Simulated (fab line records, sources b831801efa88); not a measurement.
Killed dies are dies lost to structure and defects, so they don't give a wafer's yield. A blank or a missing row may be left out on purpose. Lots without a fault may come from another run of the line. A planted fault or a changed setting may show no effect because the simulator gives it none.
Problem report in the 8D (eight disciplines) form, filled by code | flow sky130 | the parts of the form that need people (team, actions taken, sign-off) are left out

1. THE PROBLEM
VT_ADJUST_LVTN_2_TW at SKY_VT_ADJUST_LVTN_TW_MEAS_21 reads a mean of 264.7 on 9 wafers of 3 lots; wafers without a fault read 187.8 with a standard deviation of 2. That is +38 standard deviations from the usual mean.
First seen on wafer L341.1, day 8 17:57, on film_metro-02. The record holds 33 wafers of 11 lots with a number at this step. Rule for "out", or "out of limits": more than 4 standard deviations from the usual mean. The other wafers with a number count as sound.

2. WHAT IT IS AND WHAT IT IS NOT
question                    | is                     | is not
which readings at this step | VT_ADJUST_LVTN_2_TW    | -
which lots                  | L341, L342, L343       | L332, L337, L339, L345, L346, L348, L352, L353
which wafers of those lots  | all that have a number | -
read on which gauges        | film_metro-02          | film_metro-03, film_metro-04
when                        | from day 8 17:57       | up to then (9 sound wafers); but 15 sound wafers of L345, L346, L348, L352, L353 came after

3. SUSPECTS, AND WHAT RULES EACH OUT
Counting: a tool at a process step up to the reading stays a suspect if it ran every lot that is out and no sound lot after the first of them.
- the gauge at SKY_VT_ADJUST_LVTN_TW_MEAS_21: ruled out. All the wafers that are out were read on film_metro-02, but those of them that SKY_VT_ADJUST_NCORE_TW_MEAS_11 has rows for are out there too, on other tools.
- litho_track-01 at SKY_VT_ADJUST_LVTN_COAT_02 (resist thk 3000 nm): ruled out as a lasting fault. Sound lots L345, L346 ran on it after its first lot that is out, L341 (day 8 02:28).
Left after counting: nothing in the record.

4. THE CAUSE (what the simulator had put in)
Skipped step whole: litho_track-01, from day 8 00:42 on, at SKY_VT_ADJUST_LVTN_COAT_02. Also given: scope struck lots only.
Counting ruled it out, wrongly: the rule takes a fault to strike every lot that its tool runs from its start on, and this one did not.

5. THE CHAIN OF EFFECTS, in route order
Each row: a reading whose mean over the struck wafers that have a number lies more than 3 standard deviations from the usual. Only readings for which the record gives a usual standard deviation are gone through. hours: the time from each lot's start at the first step in this table that gives one to its start at this step, as a median over the lots. sigmas: the change in usual standard deviations.
hours | step                           | reading             | usual | on struck wafers | change | sigmas
0     | SKY_VT_ADJUST_LVTN_TW_MEAS_21  | VT_ADJUST_LVTN_2_TW | 187.8 | 264.7            | +76.9  | +38
22    | SKY_VT_ADJUST_NCORE_TW_MEAS_11 | VT_ADJUST_NCORE_TW  | 218.6 | 281.8            | +63.2  | +29
894   | SKY_PAD_OPEN_PROBE_99          | killed_at_front_end | 16    | 423              | +407   | +88
894   | SKY_PAD_OPEN_PROBE_99          | killed_dies         | 86    | 492              | +406   | +44
894   | SKY_PAD_OPEN_PROBE_99          | killed_on_rim       | 17    | 96               | +79    | +20
The process steps in it:
- SKY_PAD_OPEN_PROBE_99
Readings that are blank on the struck wafers while sound wafers have them: chill_plate_temp_C at SKY_VT_ADJUST_LVTN_COAT_02; dispense_pressure_kPa at SKY_VT_ADJUST_LVTN_COAT_02; exhaust_pa at SKY_VT_ADJUST_LVTN_COAT_02; VT_ADJUST_LVTN_OVL at SKY_VT_ADJUST_LVTN_OVL_MEAS_07.
Later measuring or inspecting steps at which every struck wafer that the step has a row for has a number for every such reading, and none has moved that far: SKY_VT_ADJUST_HVTR_OVL_MEAS_08.

6. WHAT WOULD HAVE CAUGHT IT SOONER
In this record the first reading out of limits at a measuring or inspecting step was taken at day 8 17:57, 17 hours after the fault began at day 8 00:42.
Between SKY_VT_ADJUST_LVTN_COAT_02 and SKY_VT_ADJUST_LVTN_TW_MEAS_21, SKY_VT_ADJUST_LVTN_OVL_MEAS_07 gave no VT_ADJUST_LVTN_OVL on the struck wafers, where sound wafers have one: a measuring or inspecting step that comes back empty is itself a sign.
At SKY_VT_ADJUST_LVTN_COAT_02 the tool's readings are blank on the struck wafers, where sound wafers have them: an empty tool record is the first sign, and it was there at once.
